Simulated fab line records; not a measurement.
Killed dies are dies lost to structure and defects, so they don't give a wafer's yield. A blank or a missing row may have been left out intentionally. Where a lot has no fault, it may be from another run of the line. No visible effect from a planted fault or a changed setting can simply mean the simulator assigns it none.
fab line records	flow sky130
record: lots: 5	wafers: 15	lastDay: 49
route steps=708 shown METAL5@669 PASSIVATION@681 PAD_OPEN@694
lots with no fault: from the same line, run without faults
startH: start of the lot's first displayed wafer, in hours after the record's first day	waitH: hours elapsed since this lot's preceding step	" as in the row above	L1.1+2: a single row standing in for several wafers	- no value, or no start given	* or withheld: withheld	< > ~ a bound
route shown NAME@n: names a module that has steps shown in the file, with the first one's number in the route	usual: mean/standard deviation of fault-free wafers	same: alike in all rows	chamber/n: place in a boat	sites: per-site readings	_std_site: standard deviation across them	_edge_site: mean of outer sites minus mean of inner sites	radiusMm: how far each site lies from the wafer's centre	mask NAME#n: copy n	behind: the tool/chamber that last shaped the wafer	hold: the reason the lot was held/the length of the hold in hours/how it ended	device: which transistor (n, p or np) failed to switch	end of line: the route-end tests of the same wafers	a step with no rows: only its recipe	killed: not the wafer's yield, but the dies lost to structure and defects at the first sort	map: shows each die of a wafer: x if killed, . if not, _ if none is there
set.NAME: the run value of the setting; set.NAME@STEP: its run value at that earlier step	model.NAME: the simulator's own value behind a step, which no gauge read
certain route steps with their lots: each step a table, each wafer a row
services: the hour from which a tool's chamber was out of use, counted from the record's first day as startH (under 0 if before that day), plus the number of hours and why
== steps ==
step: SKY_METAL5_HMDS_08
recipe: primeTimeS: 60	primeTempC: 120
lot.wafer	tool	chamber	startH	waitH
L076.2+3+6	lithoTrack-03	0	1060.47	0.1
L087.4+5+6	lithoTrack-04	0	1112.22	0.1
L085.1+2+4	lithoTrack-04	0	1114.20	0.1
L088.1+5+6	lithoTrack-04	0	1115.95	0.1
L086.3+4+5	lithoTrack-04	0	1117.55	0.1
step: SKY_METAL5_COAT_09
recipe: resist: NOVOLAK	spinRpm: 3000	resistThkNm: 1800
lot.wafer	tool	chamber	startH	waitH
L076.2+3+6	lithoTrack-03	0	1060.62	0.1
L087.4+5+6	lithoTrack-04	0	1112.37	0.1
L085.1+2+4	lithoTrack-04	0	1114.35	0.1
L088.1+5+6	lithoTrack-04	0	1116.10	0.1
L086.3+4+5	lithoTrack-04	0	1117.70	0.1
step: SKY_METAL5_SOFTBAKE_10
recipe: tempC: 90	timeS: 60	resist: NOVOLAK
lot.wafer	tool	chamber	startH	waitH
L076.2+3+6	lithoTrack-03	0	1060.77	0.1
L087.4+5+6	lithoTrack-04	0	1112.52	0.1
L085.1+2+4	lithoTrack-04	0	1114.50	0.1
L088.1+5+6	lithoTrack-04	0	1116.25	0.1
L086.3+4+5	lithoTrack-04	0	1117.85	0.1
step: SKY_METAL5_EXPOSE_11
recipe: maskId: MM5	na: 0.6	sourceShape: conventional	sigmaOuter: 0.6	polarization: unpolarized	targetCdNm: 1600	doseMj: 190
usual: exposureDoseMJCm2: 189.97/0.19	focusOffsetNm: -0.1/0.55
same: na: 0.6
lot.wafer	tool	chamber	startH	waitH	mask	exposureDoseMJCm2	focusOffsetNm
L076.2	ilineStepper-01	0	-	-	MM5#0	189.96	-0.1
L076.3	"	0	"	"	MM5#0	190.18	-0.1
L076.6	"	0	"	"	MM5#0	190.08	0.4
L087.4	ilineStepper-01	0	-	-	MM5#0	189.93	-0.2
L087.5	"	0	"	"	MM5#0	189.94	0.2
L087.6	"	0	"	"	MM5#0	190.26	-0.2
L085.1	ilineStepper-01	0	-	-	MM5#0	189.91	-1.1
L085.2	"	0	"	"	MM5#0	190.20	-0.8
L085.4	"	0	"	"	MM5#0	189.85	-0.8
L088.1	ilineStepper-02	0	-	-	MM5#0	190.07	0.3
L088.5	"	0	"	"	MM5#0	189.90	0.4
L088.6	"	0	"	"	MM5#0	189.89	-0.2
L086.3	ilineStepper-02	0	-	-	MM5#0	190.44	0.1
L086.4	"	0	"	"	MM5#0	190.23	-1.1
L086.5	"	0	"	"	MM5#0	190.25	-0.3
step: SKY_METAL5_PEB_12
recipe: tempC: withheld	timeS: *	resist: NOVOLAK
lot.wafer	tool	chamber	startH	waitH
L076.2+3+6	lithoTrack-02	0	-	-
L087.4+5+6	lithoTrack-03	0	-	-
L085.1+2+4	lithoTrack-02	0	-	-
L088.1+5+6	lithoTrack-02	0	-	-
L086.3+4+5	lithoTrack-03	0	-	-
step: SKY_METAL5_DEVELOP_13
recipe: resist: NOVOLAK	developer: TMAH	developTimeS: 60	devTempC: 23
lot.wafer	tool	chamber	startH	waitH
L076.2+3+6	lithoTrack-02	0	1072.33	0.1
L087.4+5+6	lithoTrack-03	0	1122.07	0.1
L085.1+2+4	lithoTrack-02	0	1124.75	0.1
L088.1+5+6	lithoTrack-02	0	1126.80	0.1
L086.3+4+5	lithoTrack-03	0	1128.25	0.1
step: SKY_METAL5_DESCUM_14
recipe: chemistry: O2	sourcePowerW: 150	biasPowerW: 0	pressureMtorr: 10	tempC: 40	timeS: 11
usual: drypumpMotorCurrentA: 6.03/0.24	oesProductAu: 0.996/0.0079
same: biasPowerW: 0
lot.wafer	tool	chamber	startH	waitH	drypumpMotorCurrentA	oesProductAu	rfHoursCounterH
L076.2	rieMetal-01	1	1072.45	0.1	5.97	1.002	11
L076.3	"	0	"	"	5.97	0.991	-
L076.6	"	1	"	"	5.98	1.001	-
L087.4	rieMetal-01	0	1122.16	0.1	5.97	0.993	-
L087.5	"	0	"	"	6.00	0.994	-
L087.6	"	1	"	"	5.95	1.012	-
L085.1	rieMetal-01	0	1124.90	0.1	6.00	0.997	26
L085.2	"	1	"	"	5.95	0.993	15
L085.4	"	0	"	"	5.98	0.992	-
L088.1	rieMetal-03	0	1126.95	0.1	5.82	0.999	16
L088.5	"	1	"	"	6.38	1.012	-
L088.6	"	0	"	"	5.84	0.996	-
L086.3	rieMetal-03	1	1128.36	0.1	6.36	1.008	-
L086.4	"	0	"	"	5.83	0.984	-
L086.5	"	0	"	"	5.85	0.988	-
step: SKY_METAL5_METAL_ETCH_15
recipe: targetDepthA: 12600	stopOn: SiO2	overEtchFrac: 0.2	timeS: 252	chemistry: Cl2/BCl3	resistSidewallDeg: 86	pressureMtorr: 10	icpW: 900	biasW: 48.5	Cl2_flow_sccm: 60	bcl3FlowSccm: 30
usual: drypumpMotorCurrentA: 6.03/0.25	oesProductAu: 0.894/0.0051	throttleValvePct: 22.265/0.0088
lot.wafer	tool	chamber	startH	waitH	drypumpMotorCurrentA	oesProductAu	rfHoursCounterH	throttleValvePct
L076.2	rieMetal-01	1	1072.49	0.0	5.99	0.888	11	22.272
L076.3	"	0	"	"	5.98	0.889	-	22.276
L076.6	"	1	"	"	5.96	0.889	-	22.265
L087.4	rieMetal-01	0	1122.30	0.1	5.97	0.892	-	22.256
L087.5	"	0	"	"	5.98	0.884	-	22.252
L087.6	"	1	"	"	5.96	0.890	-	22.269
L085.1	rieMetal-01	0	1124.95	0.0	6.01	0.899	26	22.260
L085.2	"	1	"	"	5.97	0.896	15	22.241
L085.4	"	0	"	"	6.00	0.900	-	22.265
L088.1	rieMetal-03	0	1126.99	0.0	5.81	0.889	16	22.269
L088.5	"	1	"	"	6.40	0.890	-	22.263
L088.6	"	0	"	"	5.82	0.892	-	22.279
L086.3	rieMetal-03	1	1128.46	0.1	6.39	0.898	-	22.272
L086.4	"	0	"	"	5.84	0.899	-	22.257
L086.5	"	0	"	"	5.82	0.897	-	22.277
step: SKY_METAL5_STRIP_16
recipe: chemistry: O2/N2	powerW: 1400	pressureMtorr: 1500	platenTempC: withheld	o2FlowSccm: 3000	n2FlowSccm: 300	overashFraction: 0.5
usual: drypumpMotorCurrentA: 5.7/0.42	oesProductAu: 0.710/0.0045	stripTimeToEndpointS: 13.12/0.13
lot.wafer	tool	chamber	startH	waitH	drypumpMotorCurrentA	oesProductAu	rfHoursCounterH	stripTimeToEndpointS
L076.2	plasmaAsher-04	1	1072.72	0.2	6.0	0.710	34	13.03
L076.3	"	0	"	"	5.2	0.707	-	13.12
L076.6	"	1	"	"	6.0	0.713	-	12.93
L087.4	plasmaAsher-03	0	1122.54	0.1	6.1	0.702	-	13.23
L087.5	"	1	"	"	5.6	0.716	-	13.32
L087.6	"	0	"	"	6.2	0.715	-	13.22
L085.1	plasmaAsher-01	0	1125.26	0.2	5.3	0.711	69	13.25
L085.2	"	1	"	"	6.2	0.708	69	13.25
L085.4	"	1	"	"	6.2	0.708	-	13.28
L088.1	plasmaAsher-01	1	1127.22	0.2	6.2	0.709	69	13.08
L088.5	"	1	"	"	6.2	0.705	-	12.97
L088.6	"	0	"	"	5.2	0.717	-	13.01
L086.3	plasmaAsher-01	0	1128.65	0.1	5.2	0.717	-	12.97
L086.4	"	1	"	"	6.2	0.714	-	13.06
L086.5	"	1	"	"	6.2	0.715	-	13.14
step: SKY_METAL5_STRIP_17
recipe: chemistry: postEtchResidueRemover	timeS: 1200	tempC: 72.5
usual: bathGuardTempC: 72.8/0.54	bathHeatDutyPct: 14.7/1.6
lot.wafer	tool	chamber	startH	waitH	bathGuardTempC	bathHeatDutyPct
L076.2	wetBench-04	3	1072.82	0.1	73.2	14.4
L076.3	"	3	"	"	72.8	14.2
L076.6	"	3	"	"	72.9	14.2
L087.4	wetBench-03	3	1122.61	0.0	72.8	12.9
L087.5	"	3	"	"	73.0	11.8
L087.6	"	3	"	"	72.9	13.6
L085.1	wetBench-01	3	1125.36	0.1	72.6	13.8
L085.2	"	3	"	"	72.8	14.7
L085.4	"	3	"	"	72.8	13.9
L088.1	wetBench-03	0	1127.32	0.1	73.8	15.6
L088.5	"	0	"	"	73.5	16.0
L088.6	"	0	"	"	73.4	15.7
L086.3	wetBench-04	0	1128.72	0.0	72.8	17.1
L086.4	"	0	"	"	72.8	17.0
L086.5	"	0	"	"	73.3	18.1
step: SKY_METAL5_CLEAN_18
recipe: chemistry: IPA	timeS: 180	tempC: 25
usual: bathHeatDutyPct: 6.4/0.67
lot.wafer	tool	chamber	startH	waitH	bathHeatDutyPct
L076.2	wetBench-03	1	1073.20	0.0	6.3
L076.3	"	1	"	"	5.3
L076.6	"	1	"	"	6.2
L087.4	wetBench-01	3	1122.95	0.0	5.8
L087.5	"	3	"	"	6.0
L087.6	"	3	"	"	5.6
L085.1	wetBench-04	2	1125.71	0.0	6.0
L085.2	"	2	"	"	6.1
L085.4	"	2	"	"	6.0
L088.1	wetBench-04	3	1127.67	0.0	6.4
L088.5	"	3	"	"	5.5
L088.6	"	3	"	"	6.8
L086.3	wetBench-03	0	1129.06	0.0	6.9
L086.4	"	0	"	"	7.5
L086.5	"	0	"	"	6.9
step: SKY_METAL5_CLEAN_19
recipe: chemistry: O3/DIW	dry: n2Spin
lot.wafer	tool	chamber	startH	waitH
L076.2+3+6	wetBench-04	2	1073.32	0.0
L087.4+5+6	wetBench-03	2	1123.01	0.0
L085.1+2+4	wetBench-03	1	1125.76	0.0
L088.1+5+6	wetBench-04	2	1127.72	0.0
L086.3+4+5	wetBench-04	2	1129.12	0.0
step: SKY_PASSIVATION_CVD_00
recipe: material: SiO2	targetThkNm: 90	tempC: 400	timeS: withheld	rfW: 600
usual: heaterPowerW: 643/100	susceptorTempC: 399.96/0.22
lot.wafer	tool	chamber	startH	waitH	heaterPowerW	susceptorTempC
L076.2	pecvd-02	0	1073.42	0.0	509	400.04
L076.3	"	0	"	"	493	399.92
L076.6	"	1	"	"	725	399.99
L087.4	pecvd-03	0	1123.11	0.0	674	399.83
L087.5	"	2	"	"	768	399.81
L087.6	"	1	"	"	607	399.86
L085.1	pecvd-01	2	1125.86	0.0	676	399.99
L085.2	"	1	"	"	498	399.93
L085.4	"	2	"	"	702	399.95
L088.1	pecvd-03	1	1127.82	0.0	682	400.13
L088.5	"	0	"	"	667	399.90
L088.6	"	2	"	"	812	400.52
L086.3	pecvd-01	2	1129.21	0.0	687	399.83
L086.4	"	0	"	"	634	399.81
L086.5	"	1	"	"	509	400.29
step: SKY_PASSIVATION_THK_MEAS_01
recipe: reads: SiO2_of_PASSIVATION_CVD_00
usual: PASSIVATION_CVD_00_THK: 90.2/1.1
lot.wafer	tool	chamber	startH	waitH	PASSIVATION_CVD_00_THK[nm]
L076.2	filmMetro-01	-	1073.47	-	88.8
L076.3	"	-	"	"	90.4
L076.6	"	-	"	"	90.2
L087.4	filmMetro-03	-	1123.15	-	91.5
L087.5	"	-	"	"	90.6
L087.6	"	-	"	"	90.6
L085.1	filmMetro-02	-	1125.88	-	88.9
L085.2	"	-	"	"	89.3
L085.4	"	-	"	"	90.0
L088.1	filmMetro-01	-	1127.84	-	89.7
L088.5	"	-	"	"	90.5
L088.6	"	-	"	"	90.8
L086.3	filmMetro-01	-	1129.25	-	88.5
L086.4	"	-	"	"	89.5
L086.5	"	-	"	"	91.0
step: SKY_PASSIVATION_CVD_02
recipe: material: Si3N4	targetThkNm: 540	tempC: 400	timeS: withheld	rfW: 450
usual: heaterPowerW: 690/120	susceptorTempC: 399.99/0.23
lot.wafer	tool	chamber	startH	waitH	heaterPowerW	susceptorTempC
L076.2	pecvd-01	0	1073.52	0.0	732	399.97
L076.3	"	1	"	"	578	400.16
L076.6	"	2	"	"	628	400.28
L087.4	pecvd-01	1	1123.29	0.1	531	399.77
L087.5	"	0	"	"	657	400.31
L087.6	"	2	"	"	692	399.87
L085.1	pecvd-02	1	1125.94	0.1	887	400.12
L085.2	"	2	"	"	713	399.82
L085.4	"	0	"	"	547	399.84
L088.1	pecvd-01	0	1127.90	0.1	715	399.81
L088.5	"	0	"	"	753	400.14
L088.6	"	1	"	"	467	400.07
L086.3	pecvd-02	2	1129.29	0.0	675	399.80
L086.4	"	0	"	"	528	399.93
L086.5	"	1	"	"	797	400.04
step: SKY_PASSIVATION_THK_MEAS_03
recipe: reads: Si3N4_of_PASSIVATION_CVD_02
usual: PASSIVATION_CVD_02_THK: 539/6.6
lot.wafer	tool	chamber	startH	waitH	PASSIVATION_CVD_02_THK[nm]
L076.2	filmMetro-03	-	1073.75	-	539
L076.3	"	-	"	"	541
L076.6	"	-	"	"	540
L087.4	filmMetro-02	-	1123.43	-	548
L087.5	"	-	"	"	544
L087.6	"	-	"	"	543
L085.1	filmMetro-03	-	1126.16	-	535
L085.2	"	-	"	"	545
L085.4	"	-	"	"	543
L088.1	filmMetro-02	-	1128.12	-	537
L088.5	"	-	"	"	540
L088.6	"	-	"	"	541
L086.3	filmMetro-03	-	1129.53	-	535
L086.4	"	-	"	"	545
L086.5	"	-	"	"	552
step: SKY_PASSIVATION_DEHYDRATE_04
recipe: tempC: 200	timeS: 60
lot.wafer	tool	chamber	startH	waitH
L076.2+3+6	lithoTrack-02	0	1083.63	9.9
L087.4+5+6	lithoTrack-04	0	1132.67	9.2
L085.1+2+4	lithoTrack-02	0	1134.95	8.8
L088.1+5+6	lithoTrack-04	0	1136.60	8.5
L086.3+4+5	lithoTrack-04	0	1138.30	8.8
step: SKY_PASSIVATION_HMDS_05
recipe: primeTimeS: 60	primeTempC: 120
lot.wafer	tool	chamber	startH	waitH
L076.2+3+6	lithoTrack-02	0	1083.78	0.1
L087.4+5+6	lithoTrack-04	0	1132.82	0.1
L085.1+2+4	lithoTrack-02	0	1135.10	0.1
L088.1+5+6	lithoTrack-04	0	1136.75	0.1
L086.3+4+5	lithoTrack-04	0	1138.45	0.1
step: SKY_PASSIVATION_COAT_06
recipe: spinRpm: 2000	resistThkNm: 3000
lot.wafer	tool	chamber	startH	waitH
L076.2+3+6	lithoTrack-02	0	1083.93	0.1
L087.4+5+6	lithoTrack-04	0	1132.97	0.1
L085.1+2+4	lithoTrack-02	0	1135.25	0.1
L088.1+5+6	lithoTrack-04	0	1136.90	0.1
L086.3+4+5	lithoTrack-04	0	1138.60	0.1
step: SKY_PASSIVATION_SOFTBAKE_07
recipe: tempC: 110	timeS: withheld
lot.wafer	tool	chamber	startH	waitH
L076.2+3+6	lithoTrack-02	0	1084.09	0.1
L087.4+5+6	lithoTrack-04	0	1133.15	0.1
L085.1+2+4	lithoTrack-02	0	1135.40	0.1
L088.1+5+6	lithoTrack-04	0	1137.05	0.1
L086.3+4+5	lithoTrack-04	0	1138.77	0.1
step: SKY_PASSIVATION_EXPOSE_08
recipe: maskId: NSM	targetCdNm: 3000	na: 0.57	doseMj: 260
usual: exposureDoseMJCm2: 260.02/0.26	focusOffsetNm: 0.1/0.52
same: na: 0.57
lot.wafer	tool	chamber	startH	waitH	mask	exposureDoseMJCm2	focusOffsetNm
L076.2	ilineStepper-02	0	-	-	NSM#0	260.28	-0.4
L076.3	"	0	"	"	NSM#0	260.19	-0.8
L076.6	"	0	"	"	NSM#0	259.87	-0.5
L087.4	ilineStepper-01	0	-	-	NSM#0	259.94	-0.3
L087.5	"	0	"	"	NSM#0	259.82	-0.1
L087.6	"	0	"	"	NSM#0	260.19	-0.6
L085.1	ilineStepper-01	0	-	-	NSM#0	260.10	0.7
L085.2	"	0	"	"	NSM#0	260.17	0.0
L085.4	"	0	"	"	NSM#0	259.82	0.2
L088.1	ilineStepper-02	0	-	-	NSM#0	259.56	-0.7
L088.5	"	0	"	"	NSM#0	260.09	0.6
L088.6	"	0	"	"	NSM#0	259.96	0.9
L086.3	ilineStepper-01	0	-	-	NSM#0	259.76	1.2
L086.4	"	0	"	"	NSM#0	260.32	0.1
L086.5	"	0	"	"	NSM#0	260.08	0.5
step: SKY_PASSIVATION_PEB_09
recipe: tempC: 115	timeS: withheld
lot.wafer	tool	chamber	startH	waitH
L076.2+3+6	lithoTrack-04	0	-	-
L087.4+5+6	lithoTrack-04	0	-	-
L085.1+2+4	lithoTrack-01	0	-	-
L088.1+5+6	lithoTrack-01	0	-	-
L086.3+4+5	lithoTrack-02	0	-	-
step: SKY_PASSIVATION_DEVELOP_10
recipe: developTimeS: 60	devTempC: 23
lot.wafer	tool	chamber	startH	waitH
L076.2+3+6	lithoTrack-04	0	-	-
L087.4+5+6	lithoTrack-04	0	-	-
L085.1+2+4	lithoTrack-01	0	-	-
L088.1+5+6	lithoTrack-01	0	-	-
L086.3+4+5	lithoTrack-02	0	-	-
step: SKY_PASSIVATION_ETCH_11
recipe: chemistry: CF4/O2	targetDepthNm: 725	stopOn: AlCu	sourceW: 800	biasW: 150	pressureMtorr: 150	cf4FlowSccm: 80	O2_flow_sccm: 10	timeS: 161.1
usual: drypumpMotorCurrentA: 5.7/0.55	oesProductAu: 0.978/0.0066	throttleValvePct: 5.964/0.0099
lot.wafer	tool	chamber	startH	waitH	drypumpMotorCurrentA	oesProductAu	rfHoursCounterH	throttleValvePct
L076.2	rieDiel-03	3	1094.40	-	5.6	0.972	7	5.966
L076.3	"	2	"	"	4.7	0.985	26	5.957
L076.6	"	2	"	"	4.8	0.984	-	5.960
L087.4	rieDiel-03	1	1143.10	-	6.2	0.987	15	5.966
L087.5	"	1	"	"	6.2	0.978	-	5.959
L087.6	"	0	"	"	5.7	0.977	-	5.976
L085.1	rieDiel-02	3	1145.55	-	6.5	0.977	14	5.968
L085.2	"	2	"	"	5.8	0.988	13	5.951
L085.4	"	2	"	"	5.8	0.976	-	5.960
L088.1	rieDiel-02	3	1147.65	-	6.4	0.973	14	5.953
L088.5	"	2	"	"	5.8	0.984	-	5.972
L088.6	"	3	"	"	6.5	0.984	-	5.957
L086.3	rieDiel-02	0	1149.00	-	5.2	0.974	15	5.963
L086.4	"	3	"	"	6.5	0.979	14	5.948
L086.5	"	1	"	"	6.3	0.984	-	5.949
step: SKY_PASSIVATION_STRIP_12
recipe: chemistry: O2/N2	powerW: 1400	pressureMtorr: 1500	platenTempC: withheld	overashFraction: 0.7	o2FlowSccm: 3000	n2FlowSccm: 300
usual: drypumpMotorCurrentA: 5.6/0.5	oesProductAu: 0.661/0.0046	stripTimeToEndpointS: 31.49/0.12
lot.wafer	tool	chamber	startH	waitH	drypumpMotorCurrentA	oesProductAu	rfHoursCounterH	stripTimeToEndpointS
L076.2	plasmaAsher-03	1	1094.51	0.1	5.6	0.659	2	31.41
L076.3	"	0	"	"	6.2	0.659	-	31.46
L076.6	"	0	"	"	6.1	0.654	-	31.44
L087.4	plasmaAsher-02	0	1143.24	0.1	4.8	0.661	-	31.49
L087.5	"	1	"	"	5.8	0.668	-	31.58
L087.6	"	0	"	"	4.7	0.656	-	31.52
L085.1	plasmaAsher-03	1	1145.66	0.1	5.6	0.665	7	31.68
L085.2	"	0	"	"	6.2	0.662	7	31.62
L085.4	"	0	"	"	6.2	0.660	-	31.57
L088.1	plasmaAsher-02	0	1147.76	0.1	4.8	0.660	97	31.61
L088.5	"	1	"	"	5.9	0.655	-	31.62
L088.6	"	0	"	"	4.8	0.662	-	31.71
L086.3	plasmaAsher-04	1	1149.14	0.1	6.0	0.655	-	31.45
L086.4	"	0	"	"	5.2	0.659	-	31.52
L086.5	"	1	"	"	6.0	0.665	-	31.41
step: SKY_PAD_OPEN_DEHYDRATE_00
recipe: tempC: 200	timeS: 60
lot.wafer	tool	chamber	startH	waitH
L076.2+3+6	lithoTrack-02	0	1105.23	10.7
L087.4+5+6	lithoTrack-01	0	1152.43	9.2
L085.1+2+4	lithoTrack-01	0	1154.50	8.8
L088.1+5+6	lithoTrack-03	0	1155.70	7.9
L086.3+4+5	lithoTrack-01	0	1157.25	8.1
step: SKY_PAD_OPEN_HMDS_01
recipe: primeTimeS: 60	primeTempC: 120
lot.wafer	tool	chamber	startH	waitH
L076.2+3+6	lithoTrack-02	0	1105.38	0.1
L087.4+5+6	lithoTrack-01	0	1152.58	0.1
L085.1+2+4	lithoTrack-01	0	1154.65	0.1
L088.1+5+6	lithoTrack-03	0	1155.85	0.1
L086.3+4+5	lithoTrack-01	0	1157.40	0.1
== services ==
tool	chamber	startH	hours	kind
plasmaAsher-03	-	1050.78	12.1	pm
pecvd-03	1	1056.90	3.6	repair
ilineStepper-02	-	1058.10	6.8	repair
ilineStepper-01	-	1059.41	3.4	repair
pecvd-02	2	1061.04	21.3	repair
plasmaAsher-03	-	1062.88	9.0	pm
ilineStepper-01	-	1064.86	1.7	pm
rieMetal-01	1	1070.85	1.1	repair
ilineStepper-01	-	1073.37	4.4	pm
rieDiel-02	-	1082.27	0.4	repair
rieDiel-02	1	1095.21	6.2	repair
ilineStepper-01	-	1095.32	8.4	repair
wetBench-01	-	1097.97	2.3	repair
pecvd-02	1	1098.20	10.1	repair
lithoTrack-01	-	1100.31	-	consumableReplace:filter
rieDiel-02	-	1106.01	0.6	repair
plasmaAsher-04	-	1113.01	6.8	repair
wetBench-03	-	1114.22	4.3	repair
pecvd-03	-	1116.78	0.7	repair
ilineStepper-02	-	1119.99	1.7	pm
rieDiel-02	1	1125.43	20.9	repair
pecvd-01	-	1136.60	6.0	pm
ilineStepper-01	-	1146.23	6.3	repair
rieMetal-03	-	1146.34	1.4	pm
== key ==
fault none
